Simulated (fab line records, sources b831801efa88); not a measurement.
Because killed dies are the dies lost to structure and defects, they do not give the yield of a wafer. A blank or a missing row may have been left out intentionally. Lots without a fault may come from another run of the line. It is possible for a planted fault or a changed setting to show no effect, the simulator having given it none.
What tool caused it? || flow gf180mcu || 12 lots, 36 wafers sampled, at 5 steps of a route of 602

## WHAT THE GAUGES READ, wafer by wafer
GF_V2_THK_MEAS_01. Usual: V2_CVD_00_THK typically reads 599 nm, with standard deviation 6.2.
{"lot": "L678", "measured": "day 19 10:01", "on": "film_metro-03", "V2_CVD_00_THK (nm)": "603 612 604", "flag": ""}
{"lot": "L680", "measured": "day 20 05:08", "on": "film_metro-03", "V2_CVD_00_THK (nm)": "600 601 601", "flag": ""}
{"lot": "L681", "measured": "day 20 11:21", "on": "film_metro-03", "V2_CVD_00_THK (nm)": "589 591 590", "flag": ""}
{"lot": "L683", "measured": "day 21 04:55", "on": "film_metro-01", "V2_CVD_00_THK (nm)": "602 610 606", "flag": ""}
{"lot": "L684", "measured": "day 21 16:10", "on": "film_metro-03", "V2_CVD_00_THK (nm)": "597 597 600", "flag": ""}
{"lot": "L685", "measured": "day 21 18:29", "on": "film_metro-02", "V2_CVD_00_THK (nm)": "600 598 612", "flag": ""}
{"lot": "L687", "measured": "day 22 21:08", "on": "film_metro-03", "V2_CVD_00_THK (nm)": "606 610 598", "flag": ""}
{"lot": "L691", "measured": "day 24 06:21", "on": "film_metro-03", "V2_CVD_00_THK (nm)": "584 593 599", "flag": ""}
{"lot": "L692", "measured": "day 24 08:46", "on": "film_metro-02", "V2_CVD_00_THK (nm)": "595 601 592", "flag": ""}
{"lot": "L694", "measured": "day 25 02:43", "on": "film_metro-02", "V2_CVD_00_THK (nm)": "599 599 598", "flag": ""}
{"lot": "L699", "measured": "day 26 11:42", "on": "film_metro-02", "V2_CVD_00_THK (nm)": "601 599 602", "flag": ""}
{"lot": "L701", "measured": "day 27 06:53", "on": "film_metro-02", "V2_CVD_00_THK (nm)": "596 590 592", "flag": ""}

GF_V2_CD_MEAS_14 targets a cd of 260 nm. Usual: 260.0 nm for cd_nm, sd 1.3.
{"lot": "L678", "measured": "day 20 11:01", "on": "cd_sem-01", "cd_nm (nm)": "259.4 260.2 260.4", "flag": ""}
{"lot": "L680", "measured": "day 21 05:27", "on": "cd_sem-01", "cd_nm (nm)": "260.4 260.9 259.8", "flag": ""}
{"lot": "L681", "measured": "day 21 11:29", "on": "cd_sem-01", "cd_nm (nm)": "260.6 260.9 259.9", "flag": ""}
{"lot": "L683", "measured": "day 22 04:54", "on": "cd_sem-01", "cd_nm (nm)": "259.9 260.4 259.8", "flag": ""}
{"lot": "L684", "measured": "day 22 15:43", "on": "cd_sem-01", "cd_nm (nm)": "258.8 259.1 259.5", "flag": ""}
{"lot": "L685", "measured": "day 22 17:56", "on": "cd_sem-01", "cd_nm (nm)": "259.9 258.3 259.9", "flag": ""}
{"lot": "L687", "measured": "day 23 20:02", "on": "cd_sem-01", "cd_nm (nm)": "259.5 260.1 260.2", "flag": ""}
{"lot": "L691", "measured": "day 25 04:36", "on": "cd_sem-02", "cd_nm (nm)": "259.5 258.0 258.1", "flag": ""}
{"lot": "L692", "measured": "day 25 05:50", "on": "cd_sem-01", "cd_nm (nm)": "259.0 260.3 259.7", "flag": ""}
{"lot": "L694", "measured": "day 25 23:40", "on": "cd_sem-02", "cd_nm (nm)": "261.2 260.7 261.5", "flag": ""}
{"lot": "L699", "measured": "day 27 08:49", "on": "cd_sem-01", "cd_nm (nm)": "259.4 259.5 259.2", "flag": ""}
{"lot": "L701", "measured": "day 28 03:19", "on": "cd_sem-01", "cd_nm (nm)": "259.3 259.3 259.1", "flag": ""}

GF_V2_RS_MEAS_24: measures by four-point-probe. Usual: V2_W_RS typically reads 0.327 ohm/sq, with standard deviation 0.0035.
{"lot": "L678", "measured": "day 20 12:02", "on": "film_metro-01", "V2_W_RS (ohm/sq)": "0.328 0.330 0.328", "flag": ""}
{"lot": "L680", "measured": "day 21 06:50", "on": "film_metro-03", "V2_W_RS (ohm/sq)": "0.327 0.325 0.328", "flag": ""}
{"lot": "L681", "measured": "day 21 12:31", "on": "film_metro-02", "V2_W_RS (ohm/sq)": "0.330 0.328 0.334", "flag": ""}
{"lot": "L683", "measured": "day 22 05:56", "on": "film_metro-01", "V2_W_RS (ohm/sq)": "0.330 0.327 0.331", "flag": ""}
{"lot": "L684", "measured": "day 22 16:45", "on": "film_metro-02", "V2_W_RS (ohm/sq)": "0.325 0.321 0.322", "flag": ""}
{"lot": "L685", "measured": "day 22 19:18", "on": "film_metro-01", "V2_W_RS (ohm/sq)": "0.331 0.330 0.334", "flag": ""}
{"lot": "L687", "measured": "day 23 21:04", "on": "film_metro-01", "V2_W_RS (ohm/sq)": "0.327 0.327 0.328", "flag": ""}
{"lot": "L691", "measured": "day 25 05:41", "on": "film_metro-03", "V2_W_RS (ohm/sq)": "0.352 0.357 0.326", "flag": "OFF"}
{"lot": "L692", "measured": "day 25 06:56", "on": "film_metro-01", "V2_W_RS (ohm/sq)": "0.327 0.326 0.329", "flag": ""}
{"lot": "L694", "measured": "day 26 00:41", "on": "film_metro-01", "V2_W_RS (ohm/sq)": "0.333 0.332 0.363", "flag": "OFF"}
{"lot": "L699", "measured": "day 27 09:51", "on": "film_metro-03", "V2_W_RS (ohm/sq)": "0.329 0.324 0.328", "flag": ""}
{"lot": "L701", "measured": "day 28 04:21", "on": "film_metro-02", "V2_W_RS (ohm/sq)": "0.327 0.328 0.330", "flag": ""}

GF_V2_THK_MEAS_25: measures by xrf. Usual: V2_W_THK typically reads 333 nm, with standard deviation 5.5.
{"lot": "L678", "measured": "day 20 12:09", "on": "film_metro-01", "V2_W_THK (nm)": "332 330 332", "flag": ""}
{"lot": "L680", "measured": "day 21 06:56", "on": "film_metro-03", "V2_W_THK (nm)": "333 336 331", "flag": ""}
{"lot": "L681", "measured": "day 21 12:38", "on": "film_metro-02", "V2_W_THK (nm)": "324 326 321", "flag": ""}
{"lot": "L683", "measured": "day 22 06:03", "on": "film_metro-01", "V2_W_THK (nm)": "333 337 330", "flag": ""}
{"lot": "L684", "measured": "day 22 16:50", "on": "film_metro-02", "V2_W_THK (nm)": "327 331 330", "flag": ""}
{"lot": "L685", "measured": "day 22 19:25", "on": "film_metro-01", "V2_W_THK (nm)": "333 331 330", "flag": ""}
{"lot": "L687", "measured": "day 23 21:10", "on": "film_metro-01", "V2_W_THK (nm)": "333 334 331", "flag": ""}
{"lot": "L691", "measured": "day 25 05:48", "on": "film_metro-03", "V2_W_THK (nm)": "310 305 334", "flag": "OFF"}
{"lot": "L692", "measured": "day 25 07:03", "on": "film_metro-01", "V2_W_THK (nm)": "334 337 331", "flag": ""}
{"lot": "L694", "measured": "day 26 00:48", "on": "film_metro-01", "V2_W_THK (nm)": "334 336 305", "flag": ""}
{"lot": "L699", "measured": "day 27 09:58", "on": "film_metro-03", "V2_W_THK (nm)": "339 342 339", "flag": ""}
{"lot": "L701", "measured": "day 28 04:28", "on": "film_metro-02", "V2_W_THK (nm)": "328 327 326", "flag": ""}

## WHICH TOOL RAN EACH LOT (tool, then ch and the chambers of the sampled wafers, then the start)
{"lot": "L678", "GF_V2_CVD_23": "cvd_w-01 ch 0,1, day 20 11:55"}
{"lot": "L680", "GF_V2_CVD_23": "cvd_w-02 ch 0,1, day 21 06:44"}
{"lot": "L681", "GF_V2_CVD_23": "cvd_w-01 ch 0,1, day 21 12:25"}
{"lot": "L683", "GF_V2_CVD_23": "cvd_w-01 ch 0,1, day 22 05:49"}
{"lot": "L684", "GF_V2_CVD_23": "cvd_w-02 ch 0,1, day 22 16:37"}
{"lot": "L685", "GF_V2_CVD_23": "cvd_w-01 ch 0,1, day 22 19:10"}
{"lot": "L687", "GF_V2_CVD_23": "cvd_w-01 ch 0,1, day 23 20:56"}
{"lot": "L691", "GF_V2_CVD_23": "cvd_w-01 ch 0,1, day 25 05:34"}
{"lot": "L692", "GF_V2_CVD_23": "cvd_w-02 ch 0,1, day 25 06:49"}
{"lot": "L694", "GF_V2_CVD_23": "cvd_w-01 ch 0,1, day 26 00:34"}
{"lot": "L699", "GF_V2_CVD_23": "cvd_w-02 ch 0,1, day 27 09:44"}
{"lot": "L701", "GF_V2_CVD_23": "cvd_w-02 ch 0,1, day 28 04:14"}
- GF_V2_CVD_23: deposits W, target thk 350 nm, time 104.94 s.

## WHAT THE TOOLS THEMSELVES READ (means of the sampled wafers that have a number; where no wafer has one, the mark that the record gives instead)
GF_V2_CVD_23. Usual: 863 W for heater_power_w, sd 94.
{"lot": "L678", "tool": "cvd_w-01", "heater_power_w (W)": 806, "flag": ""}
{"lot": "L680", "tool": "cvd_w-02", "heater_power_w (W)": 886, "flag": ""}
{"lot": "L681", "tool": "cvd_w-01", "heater_power_w (W)": 891, "flag": ""}
{"lot": "L683", "tool": "cvd_w-01", "heater_power_w (W)": 811, "flag": ""}
{"lot": "L684", "tool": "cvd_w-02", "heater_power_w (W)": 858, "flag": ""}
{"lot": "L685", "tool": "cvd_w-01", "heater_power_w (W)": 893, "flag": ""}
{"lot": "L687", "tool": "cvd_w-01", "heater_power_w (W)": 894, "flag": ""}
{"lot": "L691", "tool": "cvd_w-01", "heater_power_w (W)": 804, "flag": ""}
{"lot": "L692", "tool": "cvd_w-02", "heater_power_w (W)": 857, "flag": ""}
{"lot": "L694", "tool": "cvd_w-01", "heater_power_w (W)": 902, "flag": ""}
{"lot": "L699", "tool": "cvd_w-02", "heater_power_w (W)": 864, "flag": ""}
{"lot": "L701", "tool": "cvd_w-02", "heater_power_w (W)": 891, "flag": ""}

## THE ANSWER, worked out from the rows above alone
Rule: a lot is off if the mean of its wafers that have a number lies more than 3 standard deviations from the usual mean. A lot without any number at a reading at which 4 lots or more have one is off too. All remaining lots with rows at the step are treated as sound. The gauges are gone through in route order, then the tools' own readings, and for those a lot's mean is taken as printed above. At the first step where some lot is off, the reading lying furthest off is the one used; lots without a number count as furthest.
Off: L691, L694, at GF_V2_RS_MEAS_24 (V2_W_RS).
A tool fits if, at a process step before that reading, it ran every lot that is off, and no sound lot after the first of them. Gauges at GF_V2_RS_MEAS_24: tried the same way as those tools. One fits: cvd_w-01 at GF_V2_CVD_23. A fault onset in the window from L687 (day 23 20:56, its last sound lot) to L691 (day 25 05:34, its first lot off) fits.

## WHAT THE SIMULATOR PUT IN
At GF_V2_CVD_23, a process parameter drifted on cvd_w-01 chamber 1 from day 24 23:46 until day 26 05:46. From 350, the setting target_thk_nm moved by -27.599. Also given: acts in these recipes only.
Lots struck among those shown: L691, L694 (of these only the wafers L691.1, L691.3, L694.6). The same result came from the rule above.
